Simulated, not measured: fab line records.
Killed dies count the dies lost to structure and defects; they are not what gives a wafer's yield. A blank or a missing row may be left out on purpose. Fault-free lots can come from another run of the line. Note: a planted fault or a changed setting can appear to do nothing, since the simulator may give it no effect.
A lot that was struck, set against a sound lot + flow sfq-line + 13 out of 325 route steps
Sound: wafers L296.2, L296.3, L296.6. Struck: wafer L297.2 (left out: L297.1, L297.5 of the same lot, which were not struck); the cause appears at the end.
Per side, at each step with rows, come the tool, then ch with its chambers, and then its first start. Under that, the readings that differ: sound wafers + struck wafers + difference of the means + sigmas: that difference in standard deviations of wafers without a fault.
alike: words and numbers the same on both sides, and readings whose means are apart by under 2 such deviations; not compared: readings that were withheld, readings missing a value for some wafer, numbers with overlapping values and no deviation given by the record, and bounds like >300 which may hide the same value.
A row with sigmas, a row that says differs or no value, or rows on one side alone: a step with any of these is where the two part. Numbers that have no deviation but don't overlap get no sigmas and don't part them. A reading that every wafer of one side lacks parts them only if that side has two wafers or more.

first, 1 step without rows for these wafers: SFQ_TRILAYER_M1_DEP_PRE_CLEAN_038 (time 22.5 s).
SFQ_TRILAYER_M1_DEP_SPUTTER_037: material Nb, target thk 200 nm, time 133.3 s.
  struck on pvd-sputter-04, day 10 09:02; sound on pvd-sputter-04, day 10 06:02
  alike: base-pressure-pa, throttle-valve-pct
SFQ_M1_RS_MEAS_909: uses a four-point probe to measure.
  struck on film-metro-03, day 10 09:08; sound on film-metro-01, day 10 06:09
  alike: M1_NB_RS
then, 6 steps without rows for these wafers: SFQ_TRILAYER_M1_LITHO_COAT_044 (resist thk 62 nm); SFQ_TRILAYER_M1_LITHO_COAT_039 (resist thk 600 nm); SFQ_TRILAYER_M1_LITHO_SOFTBAKE_043; SFQ_TRILAYER_M1_LITHO_EXPOSE_040 (exposes mask M1, target cd 500 nm); SFQ_TRILAYER_M1_LITHO_PEB_042 (peb time 60 s); SFQ_TRILAYER_M1_LITHO_DEVELOP_041 (time 60 s).
-- the record jumps here: 3 days lie between the struck wafers' starts before and after --
SFQ_M1_OVL_MEAS_911:
  struck on overlay-02, day 13 17:38; sound on overlay-01, day 13 12:50
  alike: M1_OVL
SFQ_TRILAYER_M1_BARC_OPEN_METAL_ETCH_054: etches BARC in O2, target depth 125 nm, time 41.7 s.
  sound on rie-metal-04 ch 0,1, day 13 12:52; struck on rie-metal-04 ch 1, day 13 17:40
  alike: drypump-motor-current-A, oes-product-au, run-length-s
  not compared: rf-hours-counter-h
SFQ_TRILAYER_M1_ETCH_METAL_ETCH_042: etches Nb in Cl2/Ar, stops on SiO2, target depth 240 nm, time 120 s.
  sound on rie-metal-04 ch 0,1, day 13 12:56; struck on rie-metal-04 ch 1, day 13 17:44
| reading                                             | sound             | struck | difference | sigmas |
|-----------------------------------------------------|-------------------|--------|------------|--------|
| oes-product-au (a.u.)                               | 0.901 0.904 0.897 | 0.989  | +0.088     | +13    |
| run-length-s (s)                                    | 147.5 147.8 148.8 | 138.9  | -9.1       | -12    |
| model.KrF_of_TRILAYER_M1_LITHO_COAT_039.thk-nm (nm) | 378.7 377.7 381.3 | 391.1  | +11.9      |        |
  alike: drypump-motor-current-A
  not compared: rf-hours-counter-h
SFQ_TRILAYER_M1_STRIP_STRIP_043: strips in O2.
  sound on rie-metal-04 ch 0,1, day 13 13:04; struck on rie-metal-04 ch 1, day 13 17:52
  alike: drypump-motor-current-A, oes-product-au
  not compared: rf-hours-counter-h

WHERE THEY PART
Within this record, at SFQ_TRILAYER_M1_ETCH_METAL_ETCH_042 only. Later steps at which nothing parts them and some readings are alike: SFQ_TRILAYER_M1_STRIP_STRIP_043.

WHY: the cause the simulator had injected
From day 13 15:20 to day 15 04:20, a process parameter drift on rie-metal-04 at SFQ_TRILAYER_M1_ETCH_METAL_ETCH_042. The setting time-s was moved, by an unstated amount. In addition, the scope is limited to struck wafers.
